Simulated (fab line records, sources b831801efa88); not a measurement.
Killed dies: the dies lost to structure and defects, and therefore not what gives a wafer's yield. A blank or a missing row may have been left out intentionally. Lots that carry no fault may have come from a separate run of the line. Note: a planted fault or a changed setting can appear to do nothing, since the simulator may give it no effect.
A lot that was struck, set against a sound lot | flow sky130 | 17 steps out of a route of 708
Sound: these wafers, L824.2, L824.4, L824.5. Wafers struck: L839.2, L839.4, L839.6. The cause is named last.
For every step that has rows: the tool of each side, followed by ch and its chambers, followed by its first start. Under that, the readings that differ: sound wafers | struck wafers | difference of the means | sigmas: that difference in standard deviations of wafers without a fault.
alike: same words and numbers on both sides, and readings whose means sit less than 2 such deviations apart. not compared: any withheld reading, any reading some wafer has no value for, any bound like >300 that may hide the same value, and any number with overlapping values for which the record gives no deviation.
A row with sigmas, a row that says differs or no value, or rows on one side alone: a step with any of these is where the two part. Non-overlapping numbers with no deviation appear without sigmas and do not part them. Lack of a reading on every wafer of one side parts them only where that side has two or more wafers.

first, 1 step without rows for these wafers: SKY_LDD_N_IMPLANT_15.
SKY_LDD_N_STRIP_16: strips in O2/N2.
  sound on plasma asher-04 ch 0,1, day 17 12:34; struck on plasma asher-02 ch 0,1, day 23 19:04
  alike: drypump motor current A, oes product au, strip time to endpoint s
  not compared: rf hours counter h
SKY_LDD_N_TW_MEAS_17:
  struck on film metro-03, day 23 19:10; sound on film metro-03, day 17 12:40
  alike: LDD_N_TW
then, 7 steps without rows for these wafers: SKY_LDD_P_DEHYDRATE_00 (time 60 s); SKY_LDD_P_HMDS_01 (prime time 60 s); SKY_LDD_P_COAT_02 (resist thk 1140 nm); SKY_LDD_P_SOFTBAKE_03 (time 60 s); SKY_LDD_P_EXPOSE_04 (exposes mask PSDM, target cd 380 nm); SKY_LDD_P_PEB_05; SKY_LDD_P_DEVELOP_06 (develop time 60 s).
SKY_LDD_P_CD_MEAS_07 targets a cd of 380 nm.
  struck on cd sem-01, day 25 00:41; sound on cd sem-02, day 18 18:25
  alike: cd nm
SKY_LDD_P_OVL_MEAS_08:
  struck on overlay-02, day 25 00:48; sound on overlay-02, day 18 18:31
  alike: LDD_P_OVL
SKY_LDD_P_IMPLANT_09:
  sound on implanter-04 ch 0, day 18 18:35; struck on implanter-04 ch 0, day 25 00:51
  reading            | sound                           | struck                        | difference | sigmas
  dose ions cm2      | 9.993e+12 1.0016e+13 1.0014e+13 | 9.167e+12 9.167e+12 9.193e+12 | -8.320e+11 | -69
  faraday current uA | 55.8 56.1 55.3                  | 51.6 53.8 52.3                | -3.2       | -3
SKY_LDD_P_STRIP_10: strips in O2/N2.
  sound on plasma asher-01 ch 0,1, day 18 18:42; struck on plasma asher-03 ch 0,1, day 25 00:59
  reading                      | sound             | struck            | difference | sigmas
  strip time to endpoint s (s) | 14.15 14.11 14.12 | 14.20 14.21 14.19 | +0.07      | +2
  alike: drypump motor current A, oes product au
  not compared: rf hours counter h
SKY_LDD_P_TW_MEAS_11:
  struck on film metro-02, day 25 01:05; sound on film metro-04, day 18 18:49
  alike: LDD_P_TW
then, 1 step without rows for these wafers: SKY_LDD_HVN_DEHYDRATE_00 (time 60 s).
-- a jump in the record: the struck wafers' starts before and after are 25 days apart (it breaks off in module LDD_HVN and resumes in module PAD_OPEN, where the first step shown is number 708 of the route) --
SKY_PAD_OPEN_PROBE_99:
  struck on prober-01, day 49 13:35; sound on prober-02, day 45 13:23
  reading                     | sound          | struck         | difference | sigmas
  model.etest.tip p.rs ohm sq | 7023 6968 6976 | 7236 7239 7324 | +277       |
  alike: killed_at_M0_to_M3, killed_at_M4_up, killed at contacts, killed at front end, killed at other, killed dies, killed open, killed short

## WHERE THEY PART
First at SKY_LDD_P_IMPLANT_09; last, within this record, at SKY_LDD_P_STRIP_10. Later steps at which nothing parts them and some readings are alike: SKY_LDD_P_TW_MEAS_11, SKY_PAD_OPEN_PROBE_99.

WHY: what the simulator had put in
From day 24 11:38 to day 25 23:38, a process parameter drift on implanter-04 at SKY_LDD_P_IMPLANT_09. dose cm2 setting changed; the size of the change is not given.
